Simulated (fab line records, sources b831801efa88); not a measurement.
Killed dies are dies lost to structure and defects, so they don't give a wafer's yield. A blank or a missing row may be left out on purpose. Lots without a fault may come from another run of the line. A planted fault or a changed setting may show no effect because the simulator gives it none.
A struck lot beside a sound one | flow gf180mcu | 19 steps out of a route of 602
Sound: wafers L929.1, L929.3, L929.4. Struck: wafers L943.1, L943.2, L943.3. The cause comes at the end.
At each step with rows: each side's tool, then ch and its chambers, then its first start. Under that, the readings that differ: sound wafers | struck wafers | difference of the means | sigmas: that difference in standard deviations of wafers without a fault.
alike: readings whose means differ by less than 2 such deviations, and words and numbers that are the same on both sides. not compared: withheld readings, readings that some wafer has no value for, bounds like >300 that may hide the same value, and numbers for which the record gives no deviation and whose values overlap.
The two part at a step that has a row with sigmas, a row that says differs or no value, or rows on one side only. Numbers that don't overlap but have no deviation are shown without sigmas and don't part them. A reading that every wafer of one side lacks parts them only if that side has two wafers or more.

GF_HV_LDD_STRIP_49: strips in O2/N2.
  sound on plasma_asher-02 ch 0,1, day 13 07:31; struck on plasma_asher-01 ch 0,1, day 17 04:50
  alike: drypump_motor_current_A, heater_power_w, oes_product_au, strip_time_to_endpoint_s
  not compared: rf_hours_counter_h
GF_HV_LDD_TW_MEAS_50:
  sound on film_metro-04, day 13 07:37; struck on film_metro-04, day 17 04:56
  alike: HV_LDD_4_TW
then, 1 step without rows for these wafers: GF_HV_LDD_CLEAN_51 (cleans in SC1/SC2, time 150 s).
GF_HV_LDD_RTA_52: time 10 s.
  sound on rtp_anneal-02 ch 0, day 13 07:43; struck on rtp_anneal-01 ch 0, day 17 05:02
  reading            | sound    | struck   | difference | sigmas
  lamp_power_pct (%) | 28 28 28 | 39 39 39 | +11        | +2
  alike: wafer_temp_C_max
GF_HV_LDD_RS_MEAS_53: measures by four-point-probe.
  sound on film_metro-03, day 13 07:47; struck on film_metro-03, day 17 05:06
  alike: HV_LDD_RS
then, 1 step without rows for these wafers: GF_HV_LDD_CVD_54 (deposits SiO2 from TEOS, target thk 10 nm, time 75 s).
GF_HV_LDD_THK_MEAS_55:
  sound on film_metro-02, day 13 09:07; struck on film_metro-04, day 17 06:15
  alike: HV_LDD_CVD_54_THK
then, 1 step without rows for these wafers: GF_HV_LDD_CVD_56 (deposits Si3N4 from DCS/NH3, target thk 90 nm, time 1543 s).
GF_HV_LDD_THK_MEAS_57:
  sound on film_metro-03, day 13 11:06; struck on film_metro-02, day 17 07:44
  alike: HV_LDD_CVD_56_THK
GF_HV_LDD_ETCHBACK_58: etches Si3N4 in CH3F/O2, stops on SiO2, time 100 s, target depth 90 nm.
  sound on rie_diel-01 ch 0,2,3, day 13 11:10; struck on rie_diel-03 ch 0,1,3, day 17 07:47
  alike: drypump_motor_current_A, oes_product_au, throttle_valve_pct
  not compared: rf_hours_counter_h
then, 2 steps without rows for these wafers: GF_NSD_DEHYDRATE_00 (time 60 s); GF_NSD_HMDS_01 (prime time 60 s).
GF_NSD_COAT_02: resist thk 985.6 nm.
  sound on litho_track-01 ch 0, day 13 16:38; struck on litho_track-02 ch 0, day 17 18:58
  reading                                  | sound                | struck               | difference | sigmas
  spin_speed_rpm (rpm)                     | 3003.3 3002.4 3001.0 | 3036.2 3035.3 3033.3 | +32.7      | +14
  model.NOVOLAK_of_NSD_COAT_02.thk_nm (nm) | 980.4 983.1 981.2    | 974.2 975.4 974.2    | -7.0       |
then, 3 steps without rows for these wafers: GF_NSD_SOFTBAKE_03 (time 60 s); GF_NSD_EXPOSE_04 (exposes mask Nplus, target cd 400 nm); GF_NSD_PEB_05.
GF_NSD_DEVELOP_06: develop time 60 s.
  sound on litho_track-03 ch 0, day 13 23:56; struck on litho_track-03 ch 0, day 18 07:20
  reading                                  | sound           | struck            | difference | sigmas
  model.NOVOLAK_of_NSD_COAT_02.thk_nm (nm) | 980 982.7 980.8 | 973.8 974.9 973.8 | -7.0       |
GF_NSD_CD_MEAS_07: target cd 400 nm.
  sound on cd_sem-01, day 14 00:05; struck on cd_sem-02, day 18 07:29
  alike: cd_nm
-- the record jumps here: 15 days lie between the struck wafers' starts before and after (it left off in module NSD and takes up again in module PASSIVATION, whose first step shown is number 602 of the route) --
GF_PASSIVATION_PROBE_99:
  the record has rows for the struck wafers here (prober-01, day 33 01:37) and none for the sound ones

WHERE THEY PART
First at GF_HV_LDD_RTA_52; last, within this record, at GF_PASSIVATION_PROBE_99.

WHY: what the simulator had put in
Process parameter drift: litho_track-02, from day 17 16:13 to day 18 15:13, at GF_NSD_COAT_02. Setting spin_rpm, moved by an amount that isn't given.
